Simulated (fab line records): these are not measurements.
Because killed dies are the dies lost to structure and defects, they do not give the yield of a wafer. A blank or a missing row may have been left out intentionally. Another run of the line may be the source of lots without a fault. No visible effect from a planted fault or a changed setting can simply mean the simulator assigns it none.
What tool caused it? || flow gf180mcu || Sampling: 12 lots, 36 wafers, 5 of 602 route steps

== WHAT EACH GAUGE READ, for each wafer ==
GF_LVPWELL_TW_MEAS_11. Usual: for LVPWELL_TW the level is 562.4 and the standard deviation is 2.5.
{"lot": "L666", "measured": "day 4 03:14", "on": "filmMetro-03", "LVPWELL_TW": "559.4 560.7 561.3", "flag": ""}
{"lot": "L668", "measured": "day 4 16:07", "on": "filmMetro-01", "LVPWELL_TW": "560.2 563.7 562.3", "flag": ""}
{"lot": "L669", "measured": "day 4 22:26", "on": "filmMetro-03", "LVPWELL_TW": "560.2 560.7 558.5", "flag": ""}
{"lot": "L670", "measured": "day 5 00:49", "on": "filmMetro-04", "LVPWELL_TW": "566.1 571.3 564.6", "flag": ""}
{"lot": "L672", "measured": "day 5 12:38", "on": "filmMetro-01", "LVPWELL_TW": "564.2 561.8 557.3", "flag": ""}
{"lot": "L673", "measured": "day 5 18:17", "on": "filmMetro-03", "LVPWELL_TW": "560.5 560.5 561.7", "flag": ""}
{"lot": "L674", "measured": "day 6 01:02", "on": "filmMetro-04", "LVPWELL_TW": "565.9 562.2 561.3", "flag": ""}
{"lot": "L680", "measured": "day 7 10:16", "on": "filmMetro-04", "LVPWELL_TW": "617.5 613.1 612.6", "flag": "OFF"}
{"lot": "L681", "measured": "day 7 14:14", "on": "filmMetro-04", "LVPWELL_TW": "615.0 616.1 615.6", "flag": "OFF"}
{"lot": "L684", "measured": "day 8 09:29", "on": "filmMetro-01", "LVPWELL_TW": "561.3 560.2 558.2", "flag": ""}
{"lot": "L685", "measured": "day 8 14:56", "on": "filmMetro-03", "LVPWELL_TW": "565.4 560.5 563.5", "flag": ""}
{"lot": "L686", "measured": "day 8 18:13", "on": "filmMetro-04", "LVPWELL_TW": "564.8 564.5 566.7", "flag": ""}

GF_VT_IMPLANT_RS_MEAS_48: a four-point-probe measurement. Usual: for LVPWELL_RS the level is 1197 ohm/sq and the standard deviation is 3.4.
{"lot": "L666", "measured": "day 7 20:28", "on": "filmMetro-04", "LVPWELL_RS (ohm/sq)": "1197 1197 1193", "flag": ""}
{"lot": "L668", "measured": "day 8 12:14", "on": "filmMetro-04", "LVPWELL_RS (ohm/sq)": "1192 1196 1194", "flag": ""}
{"lot": "L669", "measured": "day 8 19:07", "on": "filmMetro-01", "LVPWELL_RS (ohm/sq)": "1196 1201 1200", "flag": ""}
{"lot": "L670", "measured": "day 8 22:13", "on": "filmMetro-03", "LVPWELL_RS (ohm/sq)": "1193 1189 1192", "flag": ""}
{"lot": "L672", "measured": "day 9 12:29", "on": "filmMetro-03", "LVPWELL_RS (ohm/sq)": "1192 1194 1195", "flag": ""}
{"lot": "L673", "measured": "day 9 17:01", "on": "filmMetro-04", "LVPWELL_RS (ohm/sq)": "1199 1199 1202", "flag": ""}
{"lot": "L674", "measured": "day 10 00:49", "on": "filmMetro-04", "LVPWELL_RS (ohm/sq)": "1195 1199 1196", "flag": ""}
{"lot": "L680", "measured": "day 11 17:43", "on": "filmMetro-03", "LVPWELL_RS (ohm/sq)": "1007 1010 1010", "flag": "OFF"}
{"lot": "L681", "measured": "day 11 23:44", "on": "filmMetro-03", "LVPWELL_RS (ohm/sq)": "1008 1008 1010", "flag": "OFF"}
{"lot": "L684", "measured": "day 12 22:40", "on": "filmMetro-01", "LVPWELL_RS (ohm/sq)": "1200 1201 1197", "flag": ""}
{"lot": "L685", "measured": "day 13 06:10", "on": "filmMetro-03", "LVPWELL_RS (ohm/sq)": "1192 1193 1194", "flag": ""}
{"lot": "L686", "measured": "day 13 07:59", "on": "filmMetro-03", "LVPWELL_RS (ohm/sq)": "1191 1188 1190", "flag": ""}

GF_M1_RS_MEAS_05: a four-point-probe measurement. Usual: for M1_ALCU_RS the level is 0.0696 ohm/sq and the standard deviation is 0.00065.
{"lot": "L666", "measured": "day 16 14:29", "on": "filmMetro-01", "M1_ALCU_RS (ohm/sq)": "0.0700 0.0687 0.0699", "flag": ""}
{"lot": "L668", "measured": "day 17 11:57", "on": "filmMetro-02", "M1_ALCU_RS (ohm/sq)": "0.0701 0.0696 0.0692", "flag": ""}
{"lot": "L669", "measured": "day 18 01:46", "on": "filmMetro-01", "M1_ALCU_RS (ohm/sq)": "0.0705 0.0695 0.0700", "flag": ""}
{"lot": "L670", "measured": "day 18 00:26", "on": "filmMetro-04", "M1_ALCU_RS (ohm/sq)": "0.0702 0.0698 0.0707", "flag": ""}
{"lot": "L672", "measured": "day 18 18:24", "on": "filmMetro-04", "M1_ALCU_RS (ohm/sq)": "0.0702 0.0702 0.0701", "flag": ""}
{"lot": "L673", "measured": "day 19 00:09", "on": "filmMetro-04", "M1_ALCU_RS (ohm/sq)": "0.0684 0.0683 0.0691", "flag": ""}
{"lot": "L674", "measured": "day 19 09:52", "on": "filmMetro-04", "M1_ALCU_RS (ohm/sq)": "0.0694 0.0691 0.0696", "flag": ""}
{"lot": "L680", "measured": "day 21 15:17", "on": "filmMetro-02", "M1_ALCU_RS (ohm/sq)": "0.0693 0.0696 0.0694", "flag": ""}
{"lot": "L681", "measured": "day 21 23:43", "on": "filmMetro-04", "M1_ALCU_RS (ohm/sq)": "0.0694 0.0693 0.0694", "flag": ""}
{"lot": "L684", "measured": "day 23 02:12", "on": "filmMetro-04", "M1_ALCU_RS (ohm/sq)": "0.0694 0.0693 0.0694", "flag": ""}
{"lot": "L685", "measured": "day 23 11:18", "on": "filmMetro-02", "M1_ALCU_RS (ohm/sq)": "0.0688 0.0698 0.0700", "flag": ""}
{"lot": "L686", "measured": "day 23 15:10", "on": "filmMetro-02", "M1_ALCU_RS (ohm/sq)": "0.0686 0.0690 0.0685", "flag": ""}

GF_V2_THK_MEAS_03. Usual: for V2_CVD_02_THK the level is 847 nm and the standard deviation is 11.
{"lot": "L666", "measured": "day 19 16:39", "on": "filmMetro-01", "V2_CVD_02_THK (nm)": "835 842 853", "flag": ""}
{"lot": "L668", "measured": "day 20 16:34", "on": "filmMetro-01", "V2_CVD_02_THK (nm)": "848 840 855", "flag": ""}
{"lot": "L669", "measured": "day 21 06:28", "on": "filmMetro-01", "V2_CVD_02_THK (nm)": "835 833 844", "flag": ""}
{"lot": "L670", "measured": "day 21 04:43", "on": "filmMetro-01", "V2_CVD_02_THK (nm)": "819 820 828", "flag": ""}
{"lot": "L672", "measured": "day 21 23:47", "on": "filmMetro-01", "V2_CVD_02_THK (nm)": "834 863 855", "flag": ""}
{"lot": "L673", "measured": "day 22 04:26", "on": "filmMetro-03", "V2_CVD_02_THK (nm)": "843 859 852", "flag": ""}
{"lot": "L674", "measured": "day 22 13:35", "on": "filmMetro-03", "V2_CVD_02_THK (nm)": "850 850 854", "flag": ""}
{"lot": "L680", "measured": "day 24 15:20", "on": "filmMetro-04", "V2_CVD_02_THK (nm)": "832 831 853", "flag": ""}
{"lot": "L681", "measured": "day 24 23:57", "on": "filmMetro-04", "V2_CVD_02_THK (nm)": "847 855 860", "flag": ""}
{"lot": "L684", "measured": "day 26 00:13", "on": "filmMetro-03", "V2_CVD_02_THK (nm)": "846 831 852", "flag": ""}
{"lot": "L685", "measured": "day 26 08:13", "on": "filmMetro-03", "V2_CVD_02_THK (nm)": "857 878 852", "flag": ""}
{"lot": "L686", "measured": "day 26 13:20", "on": "filmMetro-03", "V2_CVD_02_THK (nm)": "835 833 853", "flag": ""}

== WHAT TOOL EACH LOT RAN ON (gives the tool, then ch and the chambers of the sampled wafers, and finally the start) ==
{"lot": "L666", "GF_LVPWELL_IMPLANT_08": "implanter-04 ch 0, day 4 02:50"}
{"lot": "L668", "GF_LVPWELL_IMPLANT_08": "implanter-01 ch 0, day 4 15:43"}
{"lot": "L669", "GF_LVPWELL_IMPLANT_08": "implanter-04 ch 0, day 4 22:03"}
{"lot": "L670", "GF_LVPWELL_IMPLANT_08": "implanter-01 ch 0, day 5 00:25"}
{"lot": "L672", "GF_LVPWELL_IMPLANT_08": "implanter-02 ch 0, day 5 12:14"}
{"lot": "L673", "GF_LVPWELL_IMPLANT_08": "implanter-04 ch 0, day 5 17:53"}
{"lot": "L674", "GF_LVPWELL_IMPLANT_08": "implanter-02 ch 0, day 6 00:39"}
{"lot": "L680", "GF_LVPWELL_IMPLANT_08": "implanter-04 ch 0, day 7 09:52"}
{"lot": "L681", "GF_LVPWELL_IMPLANT_08": "implanter-04 ch 0, day 7 13:50"}
{"lot": "L684", "GF_LVPWELL_IMPLANT_08": "implanter-01 ch 0, day 8 09:06"}
{"lot": "L685", "GF_LVPWELL_IMPLANT_08": "implanter-01 ch 0, day 8 14:34"}
{"lot": "L686", "GF_LVPWELL_IMPLANT_08": "implanter-02 ch 0, day 8 17:49"}
- GF_LVPWELL_IMPLANT_08

== AS READ BY THE TOOLS THEMSELVES (means over the sampled wafers that have a number; for cases with no such wafer, the mark the record gives instead) ==
GF_LVPWELL_IMPLANT_08. Usual: doseIonsCm2 1.5002e+13, standard deviation 1.6e+10; faradayCurrentUA 84.8, standard deviation 1.7.
{"lot": "L666", "tool": "implanter-04", "doseIonsCm2": 1.4981e+13, "faradayCurrentUA": 86.5, "flag": ""}
{"lot": "L668", "tool": "implanter-01", "doseIonsCm2": 1.4993e+13, "faradayCurrentUA": 84.4, "flag": ""}
{"lot": "L669", "tool": "implanter-04", "doseIonsCm2": 1.5001e+13, "faradayCurrentUA": 84.1, "flag": ""}
{"lot": "L670", "tool": "implanter-01", "doseIonsCm2": 1.4997e+13, "faradayCurrentUA": 84.4, "flag": ""}
{"lot": "L672", "tool": "implanter-02", "doseIonsCm2": 1.4991e+13, "faradayCurrentUA": 86.1, "flag": ""}
{"lot": "L673", "tool": "implanter-04", "doseIonsCm2": 1.5005e+13, "faradayCurrentUA": 85.7, "flag": ""}
{"lot": "L674", "tool": "implanter-02", "doseIonsCm2": 1.5000e+13, "faradayCurrentUA": 84.6, "flag": ""}
{"lot": "L680", "tool": "implanter-04", "doseIonsCm2": 2.1042e+13, "faradayCurrentUA": 116.9, "flag": "OFF"}
{"lot": "L681", "tool": "implanter-04", "doseIonsCm2": 2.1040e+13, "faradayCurrentUA": 118.5, "flag": "OFF"}
{"lot": "L684", "tool": "implanter-01", "doseIonsCm2": 1.5017e+13, "faradayCurrentUA": 84.7, "flag": ""}
{"lot": "L685", "tool": "implanter-01", "doseIonsCm2": 1.4985e+13, "faradayCurrentUA": 82.9, "flag": ""}
{"lot": "L686", "tool": "implanter-02", "doseIonsCm2": 1.4988e+13, "faradayCurrentUA": 83.0, "flag": ""}

== THE ANSWER, worked out from the rows above alone ==
Rule: lot off if the mean of its wafers having a number is beyond 3 standard deviations from the usual mean. Also off: a lot with no number at a reading for which 4 or more lots have one. The other lots that the step has rows for count as sound. After the gauges, taken in route order, come the tools' own readings; for these a lot's mean is taken, as printed above. The first step at which some lot is off is used, and at that step the reading that is off furthest; a lot without a number counts as furthest.
Off: at GF_LVPWELL_TW_MEAS_11 (LVPWELL_TW), L680, L681.
A tool fits if, at a process step before that reading, it ran every lot that is off, and no sound lot after the first of them. Not tried: the gauges at GF_LVPWELL_TW_MEAS_11; whatever is off there is also off at GF_VT_IMPLANT_RS_MEAS_48, on other tools, and gauge error can't account for it. One fits: GF_LVPWELL_IMPLANT_08 on implanter-04. A fault onset in the window from L673 (day 5 17:53, its last sound lot) to L680 (day 7 09:52, its first lot off) fits.
The tool's own readings at GF_LVPWELL_IMPLANT_08 bear it out: on the lots that are off they differ by more than 5 times the standard deviation of the sound lots' means. doseIonsCm2 reads 2.1041e+13 there against 1.4996e+13 on the sound lots; faradayCurrentUA reads 117.7 there against 84.6 on the sound lots.

== WHAT THE SIMULATOR HAD INSERTED ==
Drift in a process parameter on implanter-04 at GF_LVPWELL_IMPLANT_08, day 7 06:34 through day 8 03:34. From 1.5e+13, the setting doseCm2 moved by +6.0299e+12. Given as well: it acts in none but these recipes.
Lots struck among those shown: L680, L681. The rule above reached the same finding.
